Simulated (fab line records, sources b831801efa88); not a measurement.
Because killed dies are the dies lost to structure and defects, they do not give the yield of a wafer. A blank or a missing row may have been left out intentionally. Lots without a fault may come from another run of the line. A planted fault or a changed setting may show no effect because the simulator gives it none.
fab line records :: flow sky130
[record]
  lots = 6
  wafers = 18
  lastDay = 50
route steps=708 shown SD_N@344 PAD_OPEN@708
lots that met no fault: from a run of the same line without faults
startH: the number of hours between the record's first day and the start of the first shown wafer of the lot :: waitH: how many hours have passed since the lot's step before this one :: " the same as in the row above :: L1.1+2: one row covering several wafers at once :: - value missing, or start not given :: * or withheld: withheld :: < > ~ a bound
route shown NAME@n: a module of which the file shows steps, and the number in the route of the first :: usual: mean/standard deviation taken from wafers without a fault :: same: alike in all rows :: chamber/n: place in a boat :: sites: each site's reading :: _std_site: standard deviation of those values :: _edge_site: the outer-site mean with the inner-site mean subtracted :: radiusMm: how far each site lies from the wafer's centre :: mask NAME#n: copy n :: behind: the last tool/chamber to shape the wafer :: hold: what put the lot on hold/how long, in hours/how the hold closed :: device: the transistor (n, p or np) that didn't switch :: end of line: the route-end tests of the same wafers :: where a step has no rows: the recipe by itself :: killed: at the first sort, the dies lost to defects and structure; wafer yield is something else :: map: dies across one wafer; x = killed, . = not, _ = none there
set.NAME: the run value of the setting; set.NAME@STEP: its run value at that earlier step :: model.NAME: the simulator's own value behind a step, which no gauge read
a table for each step, a row for each wafer; lots at some steps of the route
services: from which hour (startH, from the record's first day; less than 0 if before it) a tool's chamber was out of use, for how many hours, and why
[[steps]]
[step SKY_SD_N_COAT_02]
[recipe]
  resist = NOVOLAK
  spinRpm = 3000
  resistThkNm = 1140
[step SKY_SD_N_SOFTBAKE_03]
[recipe]
  tempC = 90
  timeS = 60
  resist = NOVOLAK
[step SKY_SD_N_EXPOSE_04]
[recipe]
  maskId = NSDM
  na = 0.6
  sourceShape = conventional
  sigmaOuter = 0.6
  polarization = unpolarized
  targetCdNm = 380
  doseMj = 141
[step SKY_SD_N_PEB_05]
[recipe]
  tempC = withheld
  timeS = *
  resist = NOVOLAK
[step SKY_SD_N_DEVELOP_06]
[recipe]
  resist = NOVOLAK
  developer = TMAH
  developTimeS = 60
  devTempC = 23
[step SKY_SD_N_CD_MEAS_07]
[recipe]
  targetCdNm = 380
[usual]
  cdNm = 380.2/2.6
lot.wafer: L937.1
tool: cdSem-02
chamber: -
startH: 677.52
waitH: 0.1
cdNm: 380.3

lot.wafer: L937.3
tool: cdSem-02
chamber: -
startH: 677.52
waitH: 0.1
cdNm: 380.1

lot.wafer: L937.5
tool: cdSem-02
chamber: -
startH: 677.52
waitH: 0.1
cdNm: 381.8

lot.wafer: L942.3
tool: cdSem-02
chamber: -
startH: 709.42
waitH: 0.1
cdNm: 379.7

lot.wafer: L942.5
tool: cdSem-02
chamber: -
startH: 709.42
waitH: 0.1
cdNm: 380.2

lot.wafer: L942.6
tool: cdSem-02
chamber: -
startH: 709.42
waitH: 0.1
cdNm: 378.5

lot.wafer: L946.1
tool: cdSem-01
chamber: -
startH: 742.27
waitH: 0.1
cdNm: 381.0

lot.wafer: L946.2
tool: cdSem-01
chamber: -
startH: 742.27
waitH: 0.1
cdNm: 380.8

lot.wafer: L946.4
tool: cdSem-01
chamber: -
startH: 742.27
waitH: 0.1
cdNm: 383.2

lot.wafer: L948.1
tool: cdSem-02
chamber: -
startH: 758.33
waitH: 0.1
cdNm: 381.3

lot.wafer: L948.3
tool: cdSem-02
chamber: -
startH: 758.33
waitH: 0.1
cdNm: 383.0

lot.wafer: L948.5
tool: cdSem-02
chamber: -
startH: 758.33
waitH: 0.1
cdNm: 384.5

lot.wafer: L954.3
tool: cdSem-02
chamber: -
startH: 815.06
waitH: 0.1
cdNm: 376.9

lot.wafer: L954.5
tool: cdSem-02
chamber: -
startH: 815.06
waitH: 0.1
cdNm: 375.9

lot.wafer: L954.6
tool: cdSem-02
chamber: -
startH: 815.06
waitH: 0.1
cdNm: 377.1

lot.wafer: L956.2
tool: cdSem-01
chamber: -
startH: 826.20
waitH: 0.1
cdNm: 378.7

lot.wafer: L956.3
tool: cdSem-01
chamber: -
startH: 826.20
waitH: 0.1
cdNm: 381.1

lot.wafer: L956.5
tool: cdSem-01
chamber: -
startH: 826.20
waitH: 0.1
cdNm: 378.0
[step SKY_SD_N_OVL_MEAS_08]
[usual]
  SD_N_OVL = 0.8/1.3
lot.wafer: L937.1
tool: overlay-02
chamber: -
startH: 677.64
waitH: 0.1
SD_N_OVL[nm]: -0.2

lot.wafer: L937.3
tool: overlay-02
chamber: -
startH: 677.64
waitH: 0.1
SD_N_OVL[nm]: 1.2

lot.wafer: L937.5
tool: overlay-02
chamber: -
startH: 677.64
waitH: 0.1
SD_N_OVL[nm]: 0.1

lot.wafer: L942.3
tool: overlay-02
chamber: -
startH: 709.51
waitH: 0.1
SD_N_OVL[nm]: 0.6

lot.wafer: L942.5
tool: overlay-02
chamber: -
startH: 709.51
waitH: 0.1
SD_N_OVL[nm]: 1.5

lot.wafer: L942.6
tool: overlay-02
chamber: -
startH: 709.51
waitH: 0.1
SD_N_OVL[nm]: 1.7

lot.wafer: L946.1
tool: overlay-01
chamber: -
startH: 742.39
waitH: 0.1
SD_N_OVL[nm]: 1.8

lot.wafer: L946.2
tool: overlay-01
chamber: -
startH: 742.39
waitH: 0.1
SD_N_OVL[nm]: -0.3

lot.wafer: L946.4
tool: overlay-01
chamber: -
startH: 742.39
waitH: 0.1
SD_N_OVL[nm]: 0.8

lot.wafer: L948.1
tool: overlay-02
chamber: -
startH: 758.45
waitH: 0.1
SD_N_OVL[nm]: -0.8

lot.wafer: L948.3
tool: overlay-02
chamber: -
startH: 758.45
waitH: 0.1
SD_N_OVL[nm]: -0.6

lot.wafer: L948.5
tool: overlay-02
chamber: -
startH: 758.45
waitH: 0.1
SD_N_OVL[nm]: 0.5

lot.wafer: L954.3
tool: overlay-02
chamber: -
startH: 815.15
waitH: 0.1
SD_N_OVL[nm]: 1.0

lot.wafer: L954.5
tool: overlay-02
chamber: -
startH: 815.15
waitH: 0.1
SD_N_OVL[nm]: -0.2

lot.wafer: L954.6
tool: overlay-02
chamber: -
startH: 815.15
waitH: 0.1
SD_N_OVL[nm]: 0.5

lot.wafer: L956.2
tool: overlay-01
chamber: -
startH: 826.30
waitH: 0.1
SD_N_OVL[nm]: -1.0

lot.wafer: L956.3
tool: overlay-01
chamber: -
startH: 826.30
waitH: 0.1
SD_N_OVL[nm]: -0.1

lot.wafer: L956.5
tool: overlay-01
chamber: -
startH: 826.30
waitH: 0.1
SD_N_OVL[nm]: 0.5
[step SKY_SD_N_IMPLANT_09]
[recipe]
  species = As
  energyKev = 50
  doseCm2 = 4e+15
  tiltDeg = 0
[step SKY_SD_N_IMPLANT_10]
[recipe]
  species = P
  energyKev = 20
  doseCm2 = 1e+14
  tiltDeg = 0
[step SKY_SD_N_STRIP_11]
[recipe]
  chemistry = O2/N2
  powerW = 1400
  pressureMtorr = 1500
  platenTempC = withheld
  o2FlowSccm = 3000
  n2FlowSccm = 300
  overashFraction = 0.5
[usual]
  chamberPressureMTorr = 1500.1/1.6
  drypumpMotorCurrentA = 5.5/0.36
  oesProductAu = 0.527/0.0045
  stripTimeToEndpointS = 22.54/0.038
lot.wafer: L937.1
tool: plasmaAsher-03
chamber: 0
startH: 678.06
waitH: 0.1
chamberPressureMTorr: 1500.5
drypumpMotorCurrentA: 5.5
oesProductAu: 0.531
rfHoursCounterH: 23
stripTimeToEndpointS: 22.49

lot.wafer: L937.3
tool: plasmaAsher-03
chamber: 1
startH: 678.06
waitH: 0.1
chamberPressureMTorr: 1498.4
drypumpMotorCurrentA: 5.9
oesProductAu: 0.525
rfHoursCounterH: -
stripTimeToEndpointS: 22.58

lot.wafer: L937.5
tool: plasmaAsher-03
chamber: 0
startH: 678.06
waitH: 0.1
chamberPressureMTorr: 1500.3
drypumpMotorCurrentA: 5.5
oesProductAu: 0.529
rfHoursCounterH: -
stripTimeToEndpointS: 22.55

lot.wafer: L942.3
tool: plasmaAsher-04
chamber: 1
startH: 709.87
waitH: 0.1
chamberPressureMTorr: 1500.6
drypumpMotorCurrentA: 4.9
oesProductAu: 0.531
rfHoursCounterH: -
stripTimeToEndpointS: 22.53

lot.wafer: L942.5
tool: plasmaAsher-04
chamber: 0
startH: 709.87
waitH: 0.1
chamberPressureMTorr: 1502.3
drypumpMotorCurrentA: 5.5
oesProductAu: 0.528
rfHoursCounterH: -
stripTimeToEndpointS: 22.53

lot.wafer: L942.6
tool: plasmaAsher-04
chamber: 1
startH: 709.87
waitH: 0.1
chamberPressureMTorr: 1501.1
drypumpMotorCurrentA: 4.9
oesProductAu: 0.518
rfHoursCounterH: -
stripTimeToEndpointS: 22.53

lot.wafer: L946.1
tool: plasmaAsher-04
chamber: 0
startH: 742.72
waitH: 0.1
chamberPressureMTorr: 1500.6
drypumpMotorCurrentA: 5.5
oesProductAu: 0.523
rfHoursCounterH: 95
stripTimeToEndpointS: 22.51

lot.wafer: L946.2
tool: plasmaAsher-04
chamber: 1
startH: 742.72
waitH: 0.1
chamberPressureMTorr: 1498.5
drypumpMotorCurrentA: 4.9
oesProductAu: 0.529
rfHoursCounterH: 95
stripTimeToEndpointS: 22.50

lot.wafer: L946.4
tool: plasmaAsher-04
chamber: 1
startH: 742.72
waitH: 0.1
chamberPressureMTorr: 1499.7
drypumpMotorCurrentA: 4.9
oesProductAu: 0.518
rfHoursCounterH: -
stripTimeToEndpointS: 22.50

lot.wafer: L948.1
tool: plasmaAsher-03
chamber: 0
startH: 758.79
waitH: 0.1
chamberPressureMTorr: 1501.8
drypumpMotorCurrentA: 5.5
oesProductAu: 0.527
rfHoursCounterH: 29
stripTimeToEndpointS: 22.54

lot.wafer: L948.3
tool: plasmaAsher-03
chamber: 1
startH: 758.79
waitH: 0.1
chamberPressureMTorr: 1501.6
drypumpMotorCurrentA: 5.9
oesProductAu: 0.520
rfHoursCounterH: -
stripTimeToEndpointS: 22.50

lot.wafer: L948.5
tool: plasmaAsher-03
chamber: 1
startH: 758.79
waitH: 0.1
chamberPressureMTorr: 1499.2
drypumpMotorCurrentA: 5.9
oesProductAu: 0.524
rfHoursCounterH: -
stripTimeToEndpointS: 22.48

lot.wafer: L954.3
tool: plasmaAsher-01
chamber: 0
startH: 815.51
waitH: 0.1
chamberPressureMTorr: 1497.2
drypumpMotorCurrentA: 6.0
oesProductAu: 0.525
rfHoursCounterH: -
stripTimeToEndpointS: 22.57

lot.wafer: L954.5
tool: plasmaAsher-01
chamber: 1
startH: 815.51
waitH: 0.1
chamberPressureMTorr: 1500.5
drypumpMotorCurrentA: 5.5
oesProductAu: 0.531
rfHoursCounterH: -
stripTimeToEndpointS: 22.57

lot.wafer: L954.6
tool: plasmaAsher-01
chamber: 0
startH: 815.51
waitH: 0.1
chamberPressureMTorr: 1499.4
drypumpMotorCurrentA: 5.9
oesProductAu: 0.524
rfHoursCounterH: -
stripTimeToEndpointS: 22.62

lot.wafer: L956.2
tool: plasmaAsher-04
chamber: 1
startH: 826.63
waitH: 0.1
chamberPressureMTorr: 1499.6
drypumpMotorCurrentA: 4.9
oesProductAu: 0.529
rfHoursCounterH: 103
stripTimeToEndpointS: 22.57

lot.wafer: L956.3
tool: plasmaAsher-04
chamber: 1
startH: 826.63
waitH: 0.1
chamberPressureMTorr: 1499.7
drypumpMotorCurrentA: 4.9
oesProductAu: 0.522
rfHoursCounterH: -
stripTimeToEndpointS: 22.60

lot.wafer: L956.5
tool: plasmaAsher-04
chamber: 0
startH: 826.63
waitH: 0.1
chamberPressureMTorr: 1499.3
drypumpMotorCurrentA: 5.4
oesProductAu: 0.532
rfHoursCounterH: -
stripTimeToEndpointS: 22.62
[step SKY_SD_N_TW_MEAS_12]
[usual]
  SD_N_TW = 3959/42
lot.wafer: L937.1
tool: filmMetro-02
chamber: -
startH: 678.16
waitH: 0.1
SD_N_TW: 3966

lot.wafer: L937.3
tool: filmMetro-02
chamber: -
startH: 678.16
waitH: 0.1
SD_N_TW: 3952

lot.wafer: L937.5
tool: filmMetro-02
chamber: -
startH: 678.16
waitH: 0.1
SD_N_TW: 3934

lot.wafer: L942.3
tool: filmMetro-03
chamber: -
startH: 709.95
waitH: 0.1
SD_N_TW: 4006

lot.wafer: L942.5
tool: filmMetro-03
chamber: -
startH: 709.95
waitH: 0.1
SD_N_TW: 4005

lot.wafer: L942.6
tool: filmMetro-03
chamber: -
startH: 709.95
waitH: 0.1
SD_N_TW: 3999

lot.wafer: L946.1
tool: filmMetro-02
chamber: -
startH: 742.82
waitH: 0.1
SD_N_TW: 3937

lot.wafer: L946.2
tool: filmMetro-02
chamber: -
startH: 742.82
waitH: 0.1
SD_N_TW: 3937

lot.wafer: L946.4
tool: filmMetro-02
chamber: -
startH: 742.82
waitH: 0.1
SD_N_TW: 3938

lot.wafer: L948.1
tool: filmMetro-03
chamber: -
startH: 758.89
waitH: 0.1
SD_N_TW: 4002

lot.wafer: L948.3
tool: filmMetro-03
chamber: -
startH: 758.89
waitH: 0.1
SD_N_TW: 4026

lot.wafer: L948.5
tool: filmMetro-03
chamber: -
startH: 758.89
waitH: 0.1
SD_N_TW: 3991

lot.wafer: L954.3
tool: filmMetro-03
chamber: -
startH: 815.59
waitH: 0.1
SD_N_TW: 3968

lot.wafer: L954.5
tool: filmMetro-03
chamber: -
startH: 815.59
waitH: 0.1
SD_N_TW: 3991

lot.wafer: L954.6
tool: filmMetro-03
chamber: -
startH: 815.59
waitH: 0.1
SD_N_TW: 3988

lot.wafer: L956.2
tool: filmMetro-01
chamber: -
startH: 826.74
waitH: 0.1
SD_N_TW: 3928

lot.wafer: L956.3
tool: filmMetro-01
chamber: -
startH: 826.74
waitH: 0.1
SD_N_TW: 3936

lot.wafer: L956.5
tool: filmMetro-01
chamber: -
startH: 826.74
waitH: 0.1
SD_N_TW: 3938
[step SKY_SD_N_CLEAN_13]
[recipe]
  chemistry = SC1/SC2
  mix = 1:4:20
  tempC = 70
  timeS = 150
  dry = n2Spin
[step SKY_SD_N_RTA_14]
[recipe]
  tempC = 1075
  timeS = 2
  idleTempC = 650
  rampUpCPerS = 150
  rampDownCPerS = 90
  ambient = N2
[usual]
  lampPowerPct = 15.74/0.053
  wafer_temp_C_max = 1078.1/1.5
lot.wafer: L937.1
tool: rtpAnneal-02
chamber: 0
startH: 678.27
waitH: 0.0
lampPowerPct: 15.84
wafer_temp_C_max: 1077.7

lot.wafer: L937.3
tool: rtpAnneal-02
chamber: 0
startH: 678.27
waitH: 0.0
lampPowerPct: 15.69
wafer_temp_C_max: 1079.1

lot.wafer: L937.5
tool: rtpAnneal-02
chamber: 0
startH: 678.27
waitH: 0.0
lampPowerPct: 15.76
wafer_temp_C_max: 1075.5

lot.wafer: L942.3
tool: rtpAnneal-02
chamber: 0
startH: 710.06
waitH: 0.0
lampPowerPct: 15.66
wafer_temp_C_max: 1078.5

lot.wafer: L942.5
tool: rtpAnneal-02
chamber: 0
startH: 710.06
waitH: 0.0
lampPowerPct: 15.65
wafer_temp_C_max: 1080.3

lot.wafer: L942.6
tool: rtpAnneal-02
chamber: 0
startH: 710.06
waitH: 0.0
lampPowerPct: 15.79
wafer_temp_C_max: 1078.4

lot.wafer: L946.1
tool: rtpAnneal-02
chamber: 0
startH: 742.93
waitH: 0.0
lampPowerPct: 16.55
wafer_temp_C_max: 1106.3

lot.wafer: L946.2
tool: rtpAnneal-02
chamber: 0
startH: 742.93
waitH: 0.0
lampPowerPct: 16.51
wafer_temp_C_max: 1105.0

lot.wafer: L946.4
tool: rtpAnneal-02
chamber: 0
startH: 742.93
waitH: 0.0
lampPowerPct: 16.41
wafer_temp_C_max: 1106.4

lot.wafer: L948.1
tool: rtpAnneal-02
chamber: 0
startH: 759.00
waitH: 0.0
lampPowerPct: 16.59
wafer_temp_C_max: 1107.2

lot.wafer: L948.3
tool: rtpAnneal-02
chamber: 0
startH: 759.00
waitH: 0.0
lampPowerPct: 16.53
wafer_temp_C_max: 1107.1

lot.wafer: L948.5
tool: rtpAnneal-02
chamber: 0
startH: 759.00
waitH: 0.0
lampPowerPct: 16.52
wafer_temp_C_max: 1107.5

lot.wafer: L954.3
tool: rtpAnneal-01
chamber: 0
startH: 815.72
waitH: 0.0
lampPowerPct: 15.76
wafer_temp_C_max: 1080.0

lot.wafer: L954.5
tool: rtpAnneal-01
chamber: 0
startH: 815.72
waitH: 0.0
lampPowerPct: 15.74
wafer_temp_C_max: 1078.0

lot.wafer: L954.6
tool: rtpAnneal-01
chamber: 0
startH: 815.72
waitH: 0.0
lampPowerPct: 15.80
wafer_temp_C_max: 1076.0

lot.wafer: L956.2
tool: rtpAnneal-02
chamber: 0
startH: 826.85
waitH: 0.0
lampPowerPct: 15.70
wafer_temp_C_max: 1076.8

lot.wafer: L956.3
tool: rtpAnneal-02
chamber: 0
startH: 826.85
waitH: 0.0
lampPowerPct: 15.68
wafer_temp_C_max: 1077.8

lot.wafer: L956.5
tool: rtpAnneal-02
chamber: 0
startH: 826.85
waitH: 0.0
lampPowerPct: 15.77
wafer_temp_C_max: 1078.6
[step SKY_SD_N_RS_MEAS_16]
[recipe]
  thkMeasGauge = four-point-probe
[usual]
  SD_N_RS = 68.57/0.12
lot.wafer: L937.1
tool: filmMetro-02
chamber: -
startH: 678.45
waitH: 0.1
hold: -
SD_N_RS[ohm/sq]: 68.57

lot.wafer: L937.3
tool: filmMetro-02
chamber: -
startH: 678.45
waitH: 0.1
hold: -
SD_N_RS[ohm/sq]: 68.76

lot.wafer: L937.5
tool: filmMetro-02
chamber: -
startH: 678.45
waitH: 0.1
hold: -
SD_N_RS[ohm/sq]: 68.72

lot.wafer: L942.3
tool: filmMetro-02
chamber: -
startH: 710.26
waitH: 0.1
hold: -
SD_N_RS[ohm/sq]: 68.77

lot.wafer: L942.5
tool: filmMetro-02
chamber: -
startH: 710.26
waitH: 0.1
hold: -
SD_N_RS[ohm/sq]: 68.81

lot.wafer: L942.6
tool: filmMetro-02
chamber: -
startH: 710.26
waitH: 0.1
hold: -
SD_N_RS[ohm/sq]: 68.71

lot.wafer: L946.1
tool: filmMetro-01
chamber: -
startH: 743.10
waitH: 0.1
hold: awaitDispo/0.2h/release
SD_N_RS[ohm/sq]: 63.25

lot.wafer: L946.2
tool: filmMetro-01
chamber: -
startH: 743.10
waitH: 0.1
hold: awaitDispo/0.2h/release
SD_N_RS[ohm/sq]: 63.16

lot.wafer: L946.4
tool: filmMetro-01
chamber: -
startH: 743.10
waitH: 0.1
hold: awaitDispo/0.2h/release
SD_N_RS[ohm/sq]: 63.15

lot.wafer: L946.1
tool: filmMetro-01
chamber: -
startH: 743.46
waitH: 0.3
hold: -
SD_N_RS[ohm/sq]: 63.06

lot.wafer: L946.2
tool: filmMetro-01
chamber: -
startH: 743.46
waitH: 0.3
hold: -
SD_N_RS[ohm/sq]: 63.19

lot.wafer: L946.4
tool: filmMetro-01
chamber: -
startH: 743.46
waitH: 0.3
hold: -
SD_N_RS[ohm/sq]: 63.24

lot.wafer: L948.1
tool: filmMetro-02
chamber: -
startH: 759.17
waitH: 0.1
hold: awaitDispo/0.2h/release
SD_N_RS[ohm/sq]: 63.38

lot.wafer: L948.3
tool: filmMetro-02
chamber: -
startH: 759.17
waitH: 0.1
hold: awaitDispo/0.2h/release
SD_N_RS[ohm/sq]: 63.46

lot.wafer: L948.5
tool: filmMetro-02
chamber: -
startH: 759.17
waitH: 0.1
hold: awaitDispo/0.2h/release
SD_N_RS[ohm/sq]: 63.35

lot.wafer: L948.1
tool: filmMetro-02
chamber: -
startH: 759.53
waitH: 0.3
hold: -
SD_N_RS[ohm/sq]: 63.39

lot.wafer: L948.3
tool: filmMetro-02
chamber: -
startH: 759.53
waitH: 0.3
hold: -
SD_N_RS[ohm/sq]: 63.31

lot.wafer: L948.5
tool: filmMetro-02
chamber: -
startH: 759.53
waitH: 0.3
hold: -
SD_N_RS[ohm/sq]: 63.24

lot.wafer: L954.3
tool: filmMetro-03
chamber: -
startH: 815.95
waitH: 0.1
hold: -
SD_N_RS[ohm/sq]: 68.54

lot.wafer: L954.5
tool: filmMetro-03
chamber: -
startH: 815.95
waitH: 0.1
hold: -
SD_N_RS[ohm/sq]: 68.63

lot.wafer: L954.6
tool: filmMetro-03
chamber: -
startH: 815.95
waitH: 0.1
hold: -
SD_N_RS[ohm/sq]: 68.43

lot.wafer: L956.2
tool: filmMetro-03
chamber: -
startH: 827.04
waitH: 0.1
hold: -
SD_N_RS[ohm/sq]: 68.46

lot.wafer: L956.3
tool: filmMetro-03
chamber: -
startH: 827.04
waitH: 0.1
hold: -
SD_N_RS[ohm/sq]: 68.38

lot.wafer: L956.5
tool: filmMetro-03
chamber: -
startH: 827.04
waitH: 0.1
hold: -
SD_N_RS[ohm/sq]: 68.32
[step SKY_PAD_OPEN_PROBE_99]
[usual]
  defectLimitedYield = 82.2/1.9
  killed_at_M0_to_M3 = 44/7.2
  killed_at_M4_up = 3.0/1.9
  killedAtContacts = 25/4.8
  killedAtFrontEnd = 16/4.2
  killedAtOther = 0.2/0.44
  killedDies = 88/9.3
  killedOpen = 48/7.1
  killedShort = 40/6.5
  sort_bin_3_pad_short = 0.9/0.4
  sort_bin_5_function = 10.5/1.5
  sort_bin_6_memory = 6.5/0.98
  sortNPass = 404/9.3
  sortYieldPct = 82.2/1.9
[same]
  grossDies = 492
  killedAtBackSide = 0
  sort_bin_4_leakage[%] = 0
  sort_bin_8_speed[%] = 0
lot.wafer: L937.1
tool: prober-01
chamber: -
startH: 1099.91
waitH: 0.1
defectLimitedYield[%]: 80.3
killed_at_M0_to_M3: 52
killed_at_M4_up: 2
killedAtContacts: 22
killedAtFrontEnd: 21
killedAtOther: 0
killedDies: 97
killedOpen: 53
killedShort: 44
sort_bin_3_pad_short[%]: 1.2
sort_bin_5_function[%]: 12.2
sort_bin_6_memory[%]: 6.3
sortNPass: 395
sortYieldPct[%]: 80.3

lot.wafer: L937.3
tool: prober-01
chamber: -
startH: 1100.01
waitH: 0.2
defectLimitedYield[%]: 81.5
killed_at_M0_to_M3: 52
killed_at_M4_up: 2
killedAtContacts: 23
killedAtFrontEnd: 14
killedAtOther: 0
killedDies: 91
killedOpen: 47
killedShort: 44
sort_bin_3_pad_short[%]: 0.8
sort_bin_5_function[%]: 10.8
sort_bin_6_memory[%]: 6.9
sortNPass: 401
sortYieldPct[%]: 81.5

lot.wafer: L937.5
tool: prober-01
chamber: -
startH: 1100.11
waitH: 0.2
defectLimitedYield[%]: 79.3
killed_at_M0_to_M3: 53
killed_at_M4_up: 3
killedAtContacts: 31
killedAtFrontEnd: 14
killedAtOther: 1
killedDies: 102
killedOpen: 63
killedShort: 39
sort_bin_3_pad_short[%]: 0.8
sort_bin_5_function[%]: 11.4
sort_bin_6_memory[%]: 8.5
sortNPass: 390
sortYieldPct[%]: 79.3

lot.wafer: L942.3
tool: prober-01
chamber: -
startH: 1122.11
waitH: 0.2
defectLimitedYield[%]: 83.3
killed_at_M0_to_M3: 44
killed_at_M4_up: 0
killedAtContacts: 27
killedAtFrontEnd: 11
killedAtOther: 0
killedDies: 82
killedOpen: 41
killedShort: 41
sort_bin_3_pad_short[%]: 0.8
sort_bin_5_function[%]: 8.5
sort_bin_6_memory[%]: 7.3
sortNPass: 410
sortYieldPct[%]: 83.3

lot.wafer: L942.5
tool: prober-01
chamber: -
startH: 1122.21
waitH: 0.2
defectLimitedYield[%]: 84.3
killed_at_M0_to_M3: 34
killed_at_M4_up: 2
killedAtContacts: 29
killedAtFrontEnd: 11
killedAtOther: 1
killedDies: 77
killedOpen: 43
killedShort: 34
sort_bin_3_pad_short[%]: 0.6
sort_bin_5_function[%]: 8.9
sort_bin_6_memory[%]: 6.1
sortNPass: 415
sortYieldPct[%]: 84.3

lot.wafer: L942.6
tool: prober-01
chamber: -
startH: 1122.26
waitH: 0.2
defectLimitedYield[%]: 79.9
killed_at_M0_to_M3: 53
killed_at_M4_up: 1
killedAtContacts: 26
killedAtFrontEnd: 18
killedAtOther: 1
killedDies: 99
killedOpen: 47
killedShort: 52
sort_bin_3_pad_short[%]: 1.0
sort_bin_5_function[%]: 11.2
sort_bin_6_memory[%]: 7.9
sortNPass: 393
sortYieldPct[%]: 79.9
// killed by level:class
L937.1 VIA1:geometricParticle:open=14 VIA2:geometricParticle:short=7 LI_CONTACT:geometricParticle:open=7 CONTACT:geometricParticle:short=7 VIA2:geometricParticle:open=7 METAL2:geometricParticle:short=6 FIELD_ISO:geometricParticle:short=5 FIELD_ISO:geometricParticle:open=5
L937.3 VIA1:geometricParticle:open=11 METAL2:geometricParticle:short=11 CONTACT:geometricParticle:open=8 VIA3:geometricParticle:open=7 LI_CONTACT:geometricParticle:open=6 POLY_GATE:geometricParticle:short=5 VIA2:geometricParticle:open=5 POLY_GATE:geometricParticle:open=4
L937.5 CONTACT:geometricParticle:open=12 VIA1:geometricParticle:open=12 LI_CONTACT:geometricParticle:open=10 VIA2:geometricParticle:open=10 VIA3:geometricParticle:open=8 VIA1:geometricParticle:short=5 CONTACT:geometricParticle:short=5 METAL1:geometricParticle:short=5
L942.3 CONTACT:geometricParticle:open=9 VIA1:geometricParticle:short=8 METAL1:geometricParticle:short=7 LI_CONTACT:geometricParticle:open=6 VIA1:geometricParticle:open=6 VIA3:geometricParticle:open=6 VIA3:geometricParticle:short=5 LI_CONTACT:geometricParticle:short=4
L942.5 CONTACT:geometricParticle:open=9 CONTACT:geometricParticle:short=9 VIA1:geometricParticle:open=9 VIA2:geometricParticle:open=6 METAL1:geometricParticle:short=5 VIA3:geometricParticle:open=5 FIELD_ISO:geometricParticle:open=4 POLY_GATE:geometricParticle:short=4
L942.6 CONTACT:geometricParticle:open=12 METAL2:geometricParticle:short=11 FIELD_ISO:geometricParticle:short=8 VIA3:geometricParticle:short=8 VIA3:geometricParticle:open=8 LI_CONTACT:geometricParticle:open=7 VIA1:geometricParticle:open=5 METAL1:geometricParticle:short=4
[[services]]
tool: plasmaAsher-01
chamber: -
startH: 701.64
hours: 20.0
kind: pm

tool: plasmaAsher-04
chamber: -
startH: 731.74
hours: 2.8
kind: pm

tool: plasmaAsher-01
chamber: -
startH: 733.75
hours: 9.0
kind: pm

tool: plasmaAsher-01
chamber: 0
startH: 733.75
hours: 10.9
kind: ventCycle

tool: plasmaAsher-01
chamber: 1
startH: 733.75
hours: 10.9
kind: ventCycle

tool: plasmaAsher-03
chamber: -
startH: 734.96
hours: 14.6
kind: pm

tool: plasmaAsher-01
chamber: -
startH: 736.25
hours: 8.4
kind: repair

tool: plasmaAsher-01
chamber: 0
startH: 742.75
hours: -
kind: clean

tool: plasmaAsher-01
chamber: 1
startH: 742.75
hours: -
kind: clean

tool: plasmaAsher-04
chamber: -
startH: 767.82
hours: 5.9
kind: pm
[[key]]
[firstSign]
  step = SKY_SD_N_RTA_14
  reading = wafer_temp_C_max
  direction = up
  sigmas = 20
  usual = *
  struck = *
[effect]
  step = SKY_SD_N_RTA_14
  reading = lampPowerPct
  direction = up
  sigmas = 15
  usual = 15.74
  struck = 16.52
[effect]
  step = SKY_SD_N_RS_MEAS_16
  reading = visit
  direction = added
[effect]
  step = SKY_SD_N_RS_MEAS_16
  reading = SD_N_RS
  direction = down
  sigmas = 45
  usual = 68.57
  struck = 63.29
metAt SKY_SD_N_RTA_14
struckWafers L946.1,L946.2,L946.4,L948.1,L948.3,L948.5
scrappedBehind SKY_SD_N_RS_MEAS_16 L946.1,L946.2,L946.4,L948.1,L948.3,L948.5
onsetBetween 710.06 742.93
[fault]
  kind = processParameterDrift
  tool = rtpAnneal-02
  chamber = -
  onsetH = 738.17
  steps = SKY_SD_N_RTA_14
  channel = tempC
  offset = *
  shape = step
  endH = 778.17
  actsIn = *
  stated = *
